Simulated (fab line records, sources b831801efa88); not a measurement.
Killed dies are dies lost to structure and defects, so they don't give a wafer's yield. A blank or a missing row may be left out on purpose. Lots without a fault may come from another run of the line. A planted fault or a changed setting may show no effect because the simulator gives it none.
Which tool did it? | flow gf180mcu | 14 lots, 39 wafers sampled, at 5 steps of a route of 602

WHAT THE GAUGES READ, wafer by wafer
GF_VT_IMPLANT_RS_MEAS_46: measures by four-point-probe. Usual: MVSD_RS 456.1 ohm/sq, standard deviation 1.1.
lot  | measured     | on            | MVSD_RS (ohm/sq)  | flag
L870 | day 7 15:13  | film_metro-02 | 455.9 457.5 457.3 |
L871 | day 7 18:59  | film_metro-04 | 456.6 458.0 455.9 |
L873 | day 8 10:09  | film_metro-01 | 456.9 454.0 456.6 |
L874 | day 8 21:29  | film_metro-04 | 457.1 457.2 458.3 |
L875 | day 9 00:57  | film_metro-01 | 455.8 455.4 455.5 |
L877 | day 9 15:23  | film_metro-01 | 454.4 455.7 455.8 |
L878 | day 9 17:39  | film_metro-01 | 455.7 457.4 455.9 |
L880 | day 10 07:52 | film_metro-01 | 455.7 456.2 454.9 |
L881 | day 10 13:10 | film_metro-01 | 456.5 456.9 457.6 |
L884 | day 11 09:47 | film_metro-04 | 456.9 455.7 455.0 |
L886 | day 11 22:26 | film_metro-02 | 439.3 437.6       | OFF
L889 | day 13 09:10 | film_metro-01 | 455.2 436.7       | OFF
L891 | day 13 14:40 | film_metro-01 | 456.1 437.6       | OFF
L893 | day 14 06:08 | film_metro-02 | 456.3 455.3 454.8 |

GF_NSD_CD_MEAS_07: target cd 400 nm. Usual: cd_nm 399.2 nm, standard deviation 3.
lot  | measured     | on        | cd_nm (nm)        | flag
L870 | day 13 09:17 | cd_sem-02 | 397.4 400.3 399.3 |
L871 | day 13 13:36 | cd_sem-01 | 395.8 396.1 398.5 |
L873 | day 14 07:30 | cd_sem-01 | 399.6 398.5 400.7 |
L874 | day 14 19:35 | cd_sem-02 | 395.1 396.9 396.0 |
L875 | day 15 00:35 | cd_sem-02 | 397.2 399.9 397.9 |
L877 | day 15 19:32 | cd_sem-01 | 400.5 400.1 400.3 |
L878 | day 16 01:54 | cd_sem-01 | 398.9 399.4 398.3 |
L880 | day 16 19:50 | cd_sem-02 | 402.1 402.3 402.2 |
L881 | day 17 04:50 | cd_sem-01 | 400.3 399.0 398.7 |
L884 | day 18 01:08 | cd_sem-02 | 399.9 399.0 399.9 |
L886 | day 18 19:29 | cd_sem-01 | 396.4 399.0       |
L889 | day 20 14:45 | cd_sem-02 | 401.8 399.5       |
L891 | day 20 22:08 | cd_sem-02 | 404.7 403.5       |
L893 | day 21 10:16 | cd_sem-02 | 395.0 394.5 396.5 |

GF_V1_RS_MEAS_24: measures by four-point-probe. Usual: V1_W_RS 0.325 ohm/sq, standard deviation 0.0047.
lot  | measured     | on            | V1_W_RS (ohm/sq)  | flag
L870 | day 18 04:24 | film_metro-03 | 0.320 0.316 0.317 |
L871 | day 18 08:40 | film_metro-02 | 0.326 0.325 0.327 |
L873 | day 19 07:13 | film_metro-04 | 0.321 0.321 0.321 |
L874 | day 19 19:57 | film_metro-03 | 0.323 0.323 0.327 |
L875 | day 20 03:09 | film_metro-02 | 0.321 0.321 0.319 |
L877 | day 21 07:04 | film_metro-02 | 0.322 0.323 0.322 |
L878 | day 21 07:34 | film_metro-03 | 0.325 0.326 0.328 |
L880 | day 22 01:21 | film_metro-02 | 0.327 0.321 0.324 |
L881 | day 22 11:32 | film_metro-03 | 0.329 0.329 0.332 |
L884 | day 23 07:59 | film_metro-02 | 0.332 0.332 0.327 |
L886 | day 23 23:02 | film_metro-04 | 0.329 0.329       |
L889 | day 25 14:46 | film_metro-03 | 0.326 0.326       |
L891 | day 25 20:42 | film_metro-02 | 0.333 0.330       |
L893 | day 26 06:33 | film_metro-03 | 0.332 0.334 0.333 |

WHICH TOOL RAN EACH LOT (tool, then ch and the chambers of the sampled wafers, then the start)
lot  | GF_MVSD_IMPLANT_09              | GF_V1_SPUTTER_22
L870 | implanter-03 ch 0, day 4 13:00  | pvd_sputter-03, day 18 04:15
L871 | implanter-03 ch 0, day 4 15:03  | pvd_sputter-04, day 18 08:31
L873 | implanter-03 ch 0, day 5 05:33  | pvd_sputter-02, day 19 07:01
L874 | implanter-03 ch 0, day 5 14:16  | pvd_sputter-04, day 19 19:48
L875 | implanter-04 ch 0, day 5 18:35  | pvd_sputter-02, day 20 02:59
L877 | implanter-01 ch 0, day 6 06:36  | pvd_sputter-02, day 21 06:52
L878 | implanter-03 ch 0, day 6 10:09  | pvd_sputter-04, day 21 07:22
L880 | implanter-01 ch 0, day 6 19:48  | pvd_sputter-02, day 22 01:12
L881 | implanter-04 ch 0, day 7 01:35  | pvd_sputter-03, day 22 11:22
L884 | implanter-04 ch 0, day 7 17:54  | pvd_sputter-03, day 23 07:50
L886 | implanter-04 ch 0, day 8 07:18  | pvd_sputter-02, day 23 22:50
L889 | implanter-04 ch 0, day 9 11:37  | pvd_sputter-02, day 25 14:35
L891 | implanter-04 ch 0, day 9 16:40  | pvd_sputter-04, day 25 20:33
L893 | implanter-01 ch 0, day 10 05:21 | pvd_sputter-04, day 26 06:24
- GF_MVSD_IMPLANT_09
- GF_V1_SPUTTER_22: material TiN, target thk 10 nm, time 40 s.

WHAT THE TOOLS THEMSELVES READ (means of the sampled wafers that have a number; where no wafer has one, the mark that the record gives instead)
GF_MVSD_IMPLANT_09. Usual: beam_on_s 9.98 s, standard deviation 0.19; faraday_current_uA 28.3, standard deviation 0.55.
lot  | tool         | beam_on_s (s) | faraday_current_uA | flag
L870 | implanter-03 | 9.95          | 28.3               |
L871 | implanter-03 | 9.94          | 28.3               |
L873 | implanter-03 | 10.18         | 27.6               |
L874 | implanter-03 | 10.02         | 28.1               |
L875 | implanter-04 | 9.88          | 28.6               |
L877 | implanter-01 | 9.96          | 28.4               |
L878 | implanter-03 | 9.95          | 28.4               |
L880 | implanter-01 | 9.66          | 29.2               |
L881 | implanter-04 | 9.99          | 28.2               |
L884 | implanter-04 | 9.98          | 28.3               |
L886 | implanter-04 | 12.96         | 21.8               | OFF
L889 | implanter-04 | 11.36         | 25.1               | OFF
L891 | implanter-04 | 11.30         | 25.4               | OFF
L893 | implanter-01 | 10.14         | 27.8               |

GF_V1_SPUTTER_22. Usual: throttle_valve_pct 30.1 %, standard deviation 0.91.
lot  | tool           | throttle_valve_pct (%) | flag
L870 | pvd_sputter-03 | 29.8                   |
L871 | pvd_sputter-04 | 30.2                   |
L873 | pvd_sputter-02 | 30.6                   |
L874 | pvd_sputter-04 | 29.9                   |
L875 | pvd_sputter-02 | 29.7                   |
L877 | pvd_sputter-02 | 29.7                   |
L878 | pvd_sputter-04 | 30.9                   |
L880 | pvd_sputter-02 | 30.4                   |
L881 | pvd_sputter-03 | 29.8                   |
L884 | pvd_sputter-03 | 30.4                   |
L886 | pvd_sputter-02 | 30.6                   |
L889 | pvd_sputter-02 | 30.5                   |
L891 | pvd_sputter-04 | 30.8                   |
L893 | pvd_sputter-04 | 30.1                   |

THE ANSWER, worked out from the rows above alone
Rule: a lot is off if the mean of its wafers that have a number lies more than 3 standard deviations from the usual mean. A lot without any number at a reading at which 4 lots or more have one is off too. The other lots that the step has rows for count as sound. The gauges are gone through in route order, then the tools' own readings, and for those a lot's mean is taken as printed above. The first step at which some lot is off is used, and at that step the reading that is off furthest; a lot without a number counts as furthest.
Off: L886, L889, L891, at GF_VT_IMPLANT_RS_MEAS_46 (MVSD_RS).
A tool fits if, at a process step before that reading, it ran every lot that is off, and no sound lot after the first of them. The gauges at GF_VT_IMPLANT_RS_MEAS_46 aren't tried: what is off there is off at GF_MVSD_IMPLANT_09 too, on other tools, and a gauge's error can't cause that. One fits: implanter-04 at GF_MVSD_IMPLANT_09. Its last sound lot is L884 (day 7 17:54), its first lot that is off L886 (day 8 07:18): a fault that began between those two fits.
The tool's own readings at GF_MVSD_IMPLANT_09 bear it out: on the lots that are off they differ by more than 5 times the standard deviation of the sound lots' means. beam_on_s reads 11.87 s there against 9.97 s on the sound lots; faraday_current_uA reads 24.1 there against 28.3 on the sound lots.

WHAT THE SIMULATOR HAD PUT IN
Process parameter drift: implanter-04, from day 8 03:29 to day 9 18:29, at GF_MVSD_IMPLANT_09. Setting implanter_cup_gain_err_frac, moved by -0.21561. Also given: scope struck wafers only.
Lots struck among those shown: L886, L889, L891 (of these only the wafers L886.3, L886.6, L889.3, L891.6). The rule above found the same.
